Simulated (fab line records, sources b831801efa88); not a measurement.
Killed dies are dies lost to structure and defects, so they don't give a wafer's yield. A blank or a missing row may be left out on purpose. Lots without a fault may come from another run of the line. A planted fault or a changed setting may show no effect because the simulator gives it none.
Tool commonality check | flow gf180mcu | 14 lots, 48 wafers sampled

WHY IT WAS OPENED
At GF_MIM_RS_MEAS_10 the reading MIM_ALCU_RS is flagged on 2 of 14 lots. Wafers without a fault read 0.1597 ohm/sq, standard deviation 0.0018.
Rule: a lot is flagged when every wafer of it that has a number lies more than 4 standard deviations from that mean, or none has a number. The other lots count as sound.

lot  | measured     | on            | MIM_ALCU_RS (ohm/sq), wafer by wafer      | flag
L344 | day 24 23:20 | film_metro-01 | 0.1585 0.1607 0.1604                      |
L345 | day 25 11:14 | film_metro-02 | 0.1599 0.1587 0.1590                      |
L346 | day 25 17:25 | film_metro-04 | 0.1603 0.1606 0.1599                      |
L348 | day 26 11:10 | film_metro-02 | 0.1611 0.1614 0.1589                      |
L349 | day 26 17:25 | film_metro-04 | 0.1619 0.1615 0.1613                      |
L350 | day 27 07:08 | film_metro-01 | 0.1589 0.1583 0.1584                      |
L351 | day 27 15:02 | film_metro-02 | 0.1644 0.1639 0.1619                      |
L352 | day 27 23:04 | film_metro-02 | 0.1594 0.1560 0.1593                      |
L354 | day 28 13:07 | film_metro-01 | 0.1644 0.1644 0.1638                      |
L355 | day 28 16:01 | film_metro-01 | 0.1590 0.1604 0.1603                      |
L356 | day 29 00:19 | film_metro-04 | 0.1578 0.1610 0.1582                      |
L364 | day 31 05:26 | film_metro-04 | 0.1591 0.1592 0.1587                      |
L365 | day 31 11:39 | film_metro-02 | 0.2370 0.2407 0.2386 0.2377 0.2407 0.2382 | FLAGGED
L366 | day 31 17:25 | film_metro-01 | 0.2384 0.2403 0.2379 0.2385 0.2404 0.2383 | FLAGGED
The numbers of the flagged lots are 0.2389 ohm/sq on average: +0.0792 ohm/sq against the usual, or +44 standard deviations.

WHICH TOOL RAN EACH LOT
The record holds 2 process steps before the reading, out of a route of 602 steps. In each cell: the tool, then ch and the chambers that the sampled wafers went through, then the start.
lot  | flag    | GF_V4_CVD_02                    | GF_MIM_SPUTTER_08
L344 |         | pecvd-03 ch 1,2, day 23 22:49   | pvd_sputter-02, day 24 23:17
L345 |         | pecvd-04 ch 0,2, day 24 11:27   | pvd_sputter-01, day 25 11:10
L346 |         | pecvd-01 ch 0,1, day 24 17:01   | pvd_sputter-03, day 25 17:22
L348 |         | pecvd-01 ch 0,1,2, day 25 11:17 | pvd_sputter-03, day 26 11:07
L349 |         | pecvd-01 ch 0,2, day 25 17:46   | pvd_sputter-03, day 26 17:22
L350 |         | pecvd-03 ch 1,2, day 26 08:28   | pvd_sputter-01, day 27 07:05
L351 |         | pecvd-03 ch 0,1,2, day 26 15:28 | pvd_sputter-03, day 27 14:58
L352 |         | pecvd-01 ch 0,1,2, day 27 00:58 | pvd_sputter-02, day 27 23:01
L354 |         | pecvd-01 ch 1,2, day 27 14:23   | pvd_sputter-01, day 28 13:02
L355 |         | pecvd-04 ch 0,1, day 27 17:40   | pvd_sputter-02, day 28 15:55
L356 |         | pecvd-03 ch 0,2, day 28 02:41   | pvd_sputter-02, day 29 00:13
L364 |         | pecvd-01 ch 0,1,2, day 30 09:31 | pvd_sputter-01, day 31 05:22
L365 | FLAGGED | pecvd-01 ch 0,2, day 30 14:24   | pvd_sputter-02, day 31 11:34
L366 | FLAGGED | pecvd-03 ch 0,2, day 30 20:32   | pvd_sputter-02, day 31 17:20
What these steps do:
- GF_V4_CVD_02: deposits SiO2 from TEOS, target thk 850 nm, time 94.851 s.
- GF_MIM_SPUTTER_08: material AlCu, target thk 200 nm, time 10.6 s.
- GF_MIM_RS_MEAS_10: measures by four-point-probe.

FLAGGED OVER TOTAL, TOOL BY TOOL (the gauges that took the reading come last)
step              | tool           | lots run | flagged | share of the flagged lots | sound lots run after its first flagged lot
GF_V4_CVD_02      | pecvd-01       | 7        | 1       | some                      | 0
GF_V4_CVD_02      | pecvd-03       | 5        | 1       | some                      | 0
GF_V4_CVD_02      | pecvd-04       | 2        | 0       | none                      | -
GF_MIM_SPUTTER_08 | pvd_sputter-01 | 4        | 0       | none                      | -
GF_MIM_SPUTTER_08 | pvd_sputter-02 | 6        | 2       | all                       | 0
GF_MIM_SPUTTER_08 | pvd_sputter-03 | 4        | 0       | none                      | -
GF_MIM_RS_MEAS_10 | film_metro-01  | 5        | 1       | some                      | 0
GF_MIM_RS_MEAS_10 | film_metro-02  | 5        | 1       | some                      | 0
GF_MIM_RS_MEAS_10 | film_metro-04  | 4        | 0       | none                      | -

WHAT THE TABLE ALLOWS
1 row of the table ran every flagged lot: pvd_sputter-02 at GF_MIM_SPUTTER_08.
- pvd_sputter-02 at GF_MIM_SPUTTER_08: 2 of its 6 lots flagged. Its last sound lot is L356 (day 29 00:13), its first flagged lot L365 (day 31 11:34): a fault that began between those two fits.
One tool is left: pvd_sputter-02 at GF_MIM_SPUTTER_08.

WHAT THE SIMULATOR HAD PUT IN
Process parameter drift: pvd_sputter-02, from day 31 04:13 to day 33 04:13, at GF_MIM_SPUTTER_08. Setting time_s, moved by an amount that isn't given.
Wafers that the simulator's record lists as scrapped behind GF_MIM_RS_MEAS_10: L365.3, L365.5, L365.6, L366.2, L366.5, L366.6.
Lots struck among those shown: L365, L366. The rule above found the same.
